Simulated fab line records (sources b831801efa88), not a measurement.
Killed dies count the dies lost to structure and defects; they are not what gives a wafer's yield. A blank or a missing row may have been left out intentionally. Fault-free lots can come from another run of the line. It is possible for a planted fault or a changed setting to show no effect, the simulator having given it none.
Shared-tool check + flow gf180mcu + 12 lots and 36 wafers in the sample

== WHY THIS WAS OPENED ==
GF_NWELL_TW_MEAS_11, reading NWELL_TW: flagged on 2 of 12 lots. No-fault wafers: 1578, standard deviation 11.
Rule: flag the lot when none of its wafers has a number, or when each of its wafers that has one lies beyond 4 standard deviations from that mean. As for the other lots, they are considered sound.

| lot  | measured    | on            | NWELL_TW, wafer by wafer | flag    |
|------|-------------|---------------|--------------------------|---------|
| L268 | day 3 09:56 | film-metro-01 | 1565 1572 1573           |         |
| L269 | day 3 15:59 | film-metro-01 | 1578 1574 1571           |         |
| L270 | day 3 22:31 | film-metro-01 | 1562 1567 1568           |         |
| L271 | day 4 00:56 | film-metro-02 | 1569 1572 1585           |         |
| L275 | day 4 22:16 | film-metro-03 | 1595 1588 1584           |         |
| L276 | day 5 04:34 | film-metro-03 | 1585 1586 1585           |         |
| L277 | day 5 08:43 | film-metro-01 | 1558 1564 1559           |         |
| L278 | day 5 18:52 | film-metro-03 | 1577 1591 1577           |         |
| L285 | day 7 05:35 | film-metro-02 | 1464 1468 1466           | FLAGGED |
| L287 | day 7 15:38 | film-metro-01 | 1469 1473 1463           | FLAGGED |
| L288 | day 7 20:01 | film-metro-03 | 1591 1598 1590           |         |
| L289 | day 8 02:53 | film-metro-02 | 1577 1572 1591           |         |
The mean of the flagged lots' numbers is 1467, -111 from the usual (-10 standard deviations).

== LOT BY LOT: THE TOOL USED ==
Before the reading, the record contains 2 process steps out of a 602-step route. Cell contents, in order: the tool; ch with the chambers the sampled wafers went through; the start.
| lot  | flag    | GF_STI_ETCH_14                  | GF_NWELL_IMPLANT_08            |
|------|---------|---------------------------------|--------------------------------|
| L268 |         | rie-si-01 ch 1,2, day 2 01:47   | implanter-03 ch 0, day 3 09:34 |
| L269 |         | rie-si-01 ch 0,1,2, day 2 09:10 | implanter-04 ch 0, day 3 15:38 |
| L270 |         | rie-si-02 ch 0,1,2, day 2 14:23 | implanter-02 ch 0, day 3 22:07 |
| L271 |         | rie-si-01 ch 1,2,3, day 2 17:38 | implanter-04 ch 0, day 4 00:34 |
| L275 |         | rie-si-02 ch 0,1,2, day 3 13:41 | implanter-02 ch 0, day 4 21:53 |
| L276 |         | rie-si-01 ch 1,2,3, day 3 19:08 | implanter-03 ch 0, day 5 04:10 |
| L277 |         | rie-si-01 ch 0,1,2, day 4 00:07 | implanter-03 ch 0, day 5 08:19 |
| L278 |         | rie-si-02 ch 0,1,3, day 4 05:25 | implanter-03 ch 0, day 5 18:30 |
| L285 | FLAGGED | rie-si-02 ch 0,1,2, day 5 17:05 | implanter-04 ch 0, day 7 05:14 |
| L287 | FLAGGED | rie-si-02 ch 0,3, day 6 03:29   | implanter-04 ch 0, day 7 15:14 |
| L288 |         | rie-si-02 ch 0,3, day 6 07:52   | implanter-03 ch 0, day 7 19:38 |
| L289 |         | rie-si-02 ch 0,1,3, day 6 14:41 | implanter-03 ch 0, day 8 02:30 |
What is done by these steps:
- GF_STI_ETCH_14: etches Si in HBr/Cl2/O2, target depth 360 nm, time 102.9 s.
- GF_NWELL_IMPLANT_08
- GF_NWELL_TW_MEAS_11

== FLAGGED OVER TOTAL, TOOL BY TOOL (the gauges that took the reading come last) ==
| step                | tool          | lots run | flagged | share of the flagged lots | sound lots run after its first flagged lot |
|---------------------|---------------|----------|---------|---------------------------|--------------------------------------------|
| GF_STI_ETCH_14      | rie-si-01     | 5        | 0       | none                      | -                                          |
| GF_STI_ETCH_14      | rie-si-02     | 7        | 2       | all                       | 2 (L288,L289)                              |
| GF_NWELL_IMPLANT_08 | implanter-02  | 2        | 0       | none                      | -                                          |
| GF_NWELL_IMPLANT_08 | implanter-03  | 6        | 0       | none                      | -                                          |
| GF_NWELL_IMPLANT_08 | implanter-04  | 4        | 2       | all                       | 0                                          |
| GF_NWELL_TW_MEAS_11 | film-metro-01 | 5        | 1       | some                      | 0                                          |
| GF_NWELL_TW_MEAS_11 | film-metro-02 | 3        | 1       | some                      | 1 (L289)                                   |
| GF_NWELL_TW_MEAS_11 | film-metro-03 | 4        | 0       | none                      | -                                          |

== WHAT IS ALLOWED BY THE TABLE ==
In 2 table rows, all flagged lots were run: rie-si-02 (GF_STI_ETCH_14), implanter-04 (GF_NWELL_IMPLANT_08).
- rie-si-02 at GF_STI_ETCH_14: 2 of its 7 lots flagged. Lots that were sound ran on it after the first flagged one (L288, L289); a persistent fault on the entire tool would not allow that.
- implanter-04 at GF_NWELL_IMPLANT_08: 2 of its 4 lots flagged. It ran its last sound lot, L271, at day 4 00:34 and its first flagged lot, L285, at day 7 05:14: a fault with its onset between the two fits. Its own readings (beam-on-s, faraday-current-uA) fall more than 4 standard deviations out on all wafers of the flagged lots.
implanter-04 at GF_NWELL_IMPLANT_08 is the single tool remaining.

== WHAT WAS PUT IN BY THE SIMULATOR ==
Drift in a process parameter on implanter-04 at GF_NWELL_IMPLANT_08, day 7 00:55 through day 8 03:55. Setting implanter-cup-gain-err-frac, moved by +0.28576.
Shown lots that were struck: L285, L287. Same finding as the rule above.
